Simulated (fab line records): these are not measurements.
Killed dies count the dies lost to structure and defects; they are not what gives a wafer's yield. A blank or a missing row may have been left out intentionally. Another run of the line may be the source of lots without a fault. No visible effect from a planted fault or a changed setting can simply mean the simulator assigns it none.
Which tool was responsible?    flow sky130    13 lots, 39 wafers sampled, at 6 steps of a route of 708

== WHAT THE GAUGES SHOWED, per wafer ==
No reading from a measuring or inspecting step in the record can be judged against a usual standard deviation.

== TOOL THAT RAN EACH LOT (tool first, then ch and the chambers of the sampled wafers, then the start) ==
lot   SKY_METAL3_SPUTTER_01         SKY_METAL3_SPUTTER_03         SKY_METAL3_DESCUM_15               SKY_VIA3_ETCH_14                    SKY_VIA3_ETCH_15                    SKY_VIA3_STRIP_16
L328  pvd-sputter-04, day 36 20:40  pvd-sputter-04, day 36 20:43  rie-metal-02 ch 0,1, day 39 01:16  rie-diel-02 ch 0,2,3, day 40 03:58  rie-diel-02 ch 0,2,3, day 40 04:01  plasma-asher-03 ch 0,1, day 40 04:04
L329  pvd-sputter-01, day 36 21:53  pvd-sputter-01, day 36 21:57  rie-metal-01 ch 0,1, day 39 02:49  rie-diel-04 ch 0,2,3, day 40 05:31  rie-diel-04 ch 0,2,3, day 40 05:33  plasma-asher-04 ch 0,1, day 40 05:37
L330  pvd-sputter-02, day 37 10:06  pvd-sputter-02, day 37 10:10  rie-metal-04 ch 0,1, day 39 14:25  rie-diel-04 ch 0,1,2, day 40 16:13  rie-diel-04 ch 0,1,2, day 40 16:15  plasma-asher-03 ch 0,1, day 40 16:19
L331  pvd-sputter-04, day 37 13:22  pvd-sputter-04, day 37 13:26  rie-metal-01 ch 0,1, day 39 17:23  rie-diel-02 ch 1,2, day 40 20:55    rie-diel-02 ch 1,2, day 40 20:57    plasma-asher-03 ch 0,1, day 40 21:02
L332  pvd-sputter-01, day 37 21:16  pvd-sputter-01, day 37 21:20  rie-metal-04 ch 0,1, day 40 00:16  rie-diel-02 ch 1,2,3, day 41 02:32  rie-diel-02 ch 1,2,3, day 41 02:34  plasma-asher-01 ch 0,1, day 41 02:38
L333  pvd-sputter-01, day 38 06:22  pvd-sputter-01, day 38 06:25  rie-metal-02 ch 0,1, day 40 10:22  rie-diel-03 ch 0,2,3, day 41 12:26  rie-diel-03 ch 0,2,3, day 41 12:28  plasma-asher-04 ch 0,1, day 41 12:32
L334  pvd-sputter-02, day 38 23:48  pvd-sputter-02, day 38 23:52  rie-metal-01 ch 0,1, day 41 02:17  rie-diel-04 ch 2,3, day 42 04:16    rie-diel-04 ch 2,3, day 42 04:19    plasma-asher-03 ch 0,1, day 42 04:25
L335  pvd-sputter-02, day 39 03:08  pvd-sputter-02, day 39 03:12  rie-metal-04 ch 0,1, day 41 06:01  rie-diel-03 ch 0,2, day 42 08:22    rie-diel-03 ch 0,2, day 42 08:24    plasma-asher-04 ch 0,1, day 42 08:28
L343  pvd-sputter-02, day 41 12:30  pvd-sputter-02, day 41 12:34  rie-metal-01 ch 0,1, day 43 11:56  rie-diel-02 ch 1,2,3, day 44 11:29  rie-diel-02 ch 1,2,3, day 44 11:31  plasma-asher-01 ch 0,1, day 44 11:35
L344  pvd-sputter-04, day 41 17:59  pvd-sputter-04, day 41 18:03  rie-metal-01 ch 0,1, day 43 18:16  rie-diel-02 ch 0,3, day 44 17:13    rie-diel-02 ch 0,3, day 44 17:16    plasma-asher-04 ch 0,1, day 44 17:19
L347  pvd-sputter-04, day 42 11:09  pvd-sputter-04, day 42 11:14  rie-metal-04 ch 0,1, day 44 10:17  rie-diel-03 ch 0,1,3, day 45 09:38  rie-diel-03 ch 0,1,3, day 45 09:41  plasma-asher-03 ch 0,1, day 45 09:47
L348  pvd-sputter-02, day 42 18:52  pvd-sputter-02, day 42 18:55  rie-metal-04 ch 0,1, day 44 14:52  rie-diel-03 ch 0,1,2, day 45 14:17  rie-diel-03 ch 0,1,2, day 45 14:19  plasma-asher-01 ch 0,1, day 45 14:23
L350  pvd-sputter-01, day 43 10:57  pvd-sputter-01, day 43 11:01  rie-metal-01 ch 0,1, day 45 09:17  rie-diel-04 ch 0,3, day 46 08:14    rie-diel-04 ch 0,3, day 46 08:16    plasma-asher-04 ch 0,1, day 46 08:20
- SKY_METAL3_SPUTTER_01: material TiN, target thk 20 nm, time 16.7 s.
- SKY_METAL3_SPUTTER_03: material Ti, target thk 5 nm, time 3.3 s.
- SKY_METAL3_DESCUM_15: chemistry O2, time 8 s.
- SKY_VIA3_ETCH_14: etches BARC in N2/H2, stops on SiO2, time 45.9 s, target depth 60 nm.
- SKY_VIA3_ETCH_15: etches SiO2 in C4F8/O2/Ar, stops on TiN, target depth 507 nm, time 78 s.
- SKY_VIA3_STRIP_16: strips in O2/N2.

== AS READ BY THE TOOLS THEMSELVES (means over the sampled wafers that have a number; for cases with no such wafer, the mark the record gives instead) ==
SKY_METAL3_SPUTTER_01. Usual: throttle-valve-pct reads 29.9 % (standard deviation 1.1).
lot   tool            throttle-valve-pct (%)  flag
L328  pvd-sputter-04  30.0                    
L329  pvd-sputter-01  30.4                    
L330  pvd-sputter-02  30.2                    
L331  pvd-sputter-04  31.3                    
L332  pvd-sputter-01  29.7                    
L333  pvd-sputter-01  29.7                    
L334  pvd-sputter-02  29.8                    
L335  pvd-sputter-02  29.8                    
L343  pvd-sputter-02  29.4                    
L344  pvd-sputter-04  29.7                    
L347  pvd-sputter-04  31.3                    
L348  pvd-sputter-02  30.2                    
L350  pvd-sputter-01  30.8                    

SKY_METAL3_SPUTTER_03. Usual: throttle-valve-pct reads 29.9 % (standard deviation 1.1).
lot   tool            throttle-valve-pct (%)  flag
L328  pvd-sputter-04  30.1                    
L329  pvd-sputter-01  30.5                    
L330  pvd-sputter-02  30.0                    
L331  pvd-sputter-04  31.1                    
L332  pvd-sputter-01  29.6                    
L333  pvd-sputter-01  29.6                    
L334  pvd-sputter-02  29.8                    
L335  pvd-sputter-02  29.7                    
L343  pvd-sputter-02  29.3                    
L344  pvd-sputter-04  29.5                    
L347  pvd-sputter-04  31.3                    
L348  pvd-sputter-02  30.4                    
L350  pvd-sputter-01  30.6                    

SKY_METAL3_DESCUM_15. Usual: drypump-motor-current-A 5.9 A, standard deviation 0.47; oes-product-au 0.995 a.u., standard deviation 0.012.
lot   tool          drypump-motor-current-A (A)  oes-product-au (a.u.)  flag
L328  rie-metal-02  5.7                          0.995                  
L329  rie-metal-01  5.7                          0.997                  
L330  rie-metal-04  5.8                          0.977                  
L331  rie-metal-01  5.7                          0.991                  
L332  rie-metal-04  5.8                          0.982                  
L333  rie-metal-02  5.6                          0.999                  
L334  rie-metal-01  6.2                          1.005                  
L335  rie-metal-04  5.8                          0.992                  
L343  rie-metal-01  5.8                          0.995                  
L344  rie-metal-01  6.2                          1.004                  
L347  rie-metal-04  5.8                          0.986                  
L348  rie-metal-04  5.9                          0.982                  
L350  rie-metal-01  5.7                          0.998                  

SKY_VIA3_ETCH_14. Usual: drypump-motor-current-A 5.6 A, standard deviation 0.49; oes-product-au 0.855 a.u., standard deviation 0.0045; throttle-valve-pct 13.224 %, standard deviation 0.0087.
lot   tool         drypump-motor-current-A (A)  oes-product-au (a.u.)  throttle-valve-pct (%)  flag
L328  rie-diel-02  5.5                          0.863                  13.220                  
L329  rie-diel-04  5.8                          0.852                  13.226                  
L330  rie-diel-04  5.9                          0.853                  13.223                  
L331  rie-diel-02  5.3                          0.856                  13.219                  
L332  rie-diel-02  5.7                          0.853                  13.218                  
L333  rie-diel-03  5.4                          0.856                  13.221                  
L334  rie-diel-04  5.9                          0.853                  13.221                  
L335  rie-diel-03  5.6                          0.854                  13.227                  
L343  rie-diel-02  5.7                          0.852                  13.234                  
L344  rie-diel-02  5.9                          0.784                  13.223                  OFF
L347  rie-diel-03  5.2                          0.856                  13.226                  
L348  rie-diel-03  5.3                          0.858                  13.227                  
L350  rie-diel-04  5.8                          0.855                  13.227                  

SKY_VIA3_ETCH_15. Usual: oes-product-au reads 0.946 a.u. (standard deviation 0.0047).
lot   tool         oes-product-au (a.u.)  flag
L328  rie-diel-02  0.948                  
L329  rie-diel-04  0.942                  
L330  rie-diel-04  0.946                  
L331  rie-diel-02  0.948                  
L332  rie-diel-02  0.948                  
L333  rie-diel-03  0.941                  
L334  rie-diel-04  0.950                  
L335  rie-diel-03  0.947                  
L343  rie-diel-02  0.949                  
L344  rie-diel-02  0.563                  OFF
L347  rie-diel-03  0.941                  
L348  rie-diel-03  0.946                  
L350  rie-diel-04  0.950                  

SKY_VIA3_STRIP_16. Usual: drypump-motor-current-A 5.91 A, standard deviation 0.26; oes-product-au 0.402 a.u., standard deviation 0.005; strip-time-to-endpoint-s 4.12 s, standard deviation 0.034.
lot   tool             drypump-motor-current-A (A)  oes-product-au (a.u.)  strip-time-to-endpoint-s (s)  flag
L328  plasma-asher-03  5.69                         0.405                  4.11                          
L329  plasma-asher-04  6.06                         0.405                  4.15                          
L330  plasma-asher-03  5.70                         0.401                  4.11                          
L331  plasma-asher-03  5.83                         0.402                  4.12                          
L332  plasma-asher-01  5.98                         0.410                  4.12                          
L333  plasma-asher-04  6.06                         0.404                  4.14                          
L334  plasma-asher-03  5.81                         0.403                  4.13                          
L335  plasma-asher-04  6.08                         0.401                  4.17                          
L343  plasma-asher-01  5.98                         0.401                  4.08                          
L344  plasma-asher-04  6.07                         0.398                  4.19                          
L347  plasma-asher-03  5.84                         0.402                  4.13                          
L348  plasma-asher-01  5.72                         0.399                  4.13                          
L350  plasma-asher-04  6.09                         0.403                  4.13                          

== THE ANSWER, worked out from the rows above alone ==
Rule: take the mean of a lot's wafers that have a number; if it is more than 3 standard deviations from the usual mean, the lot is off. Also off: a lot with no number at a reading for which 4 or more lots have one. The other lots that the step has rows for count as sound. Order of review: gauges by route order, followed by the tools' own readings, for which a lot's mean as printed above is used. The first step at which some lot is off is used, and at that step the reading that is off furthest; a lot without a number counts as furthest.
Off: L344, at SKY_VIA3_ETCH_14 (oes-product-au).
If a tool, at that step or one of the process steps before it, ran each lot that is off and ran no sound lot following the first of them, it fits. One candidate fits, namely rie-diel-02 at SKY_VIA3_ETCH_14. A fault onset in the window from L343 (day 44 11:29, its last sound lot) to L344 (day 44 17:13, its first lot off) fits.
On the lots that are off, the tool's own readings at SKY_VIA3_ETCH_14 differ by more than 5 times the standard deviation of the sound lots' means, which bears it out; oes-product-au reads 0.784 a.u. there versus 0.855 a.u. on the sound lots.

== WHAT HAD BEEN PUT IN BY THE SIMULATOR ==
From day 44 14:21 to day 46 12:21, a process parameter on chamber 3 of rie-diel-02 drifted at SKY_VIA3_ETCH_14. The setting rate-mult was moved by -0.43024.
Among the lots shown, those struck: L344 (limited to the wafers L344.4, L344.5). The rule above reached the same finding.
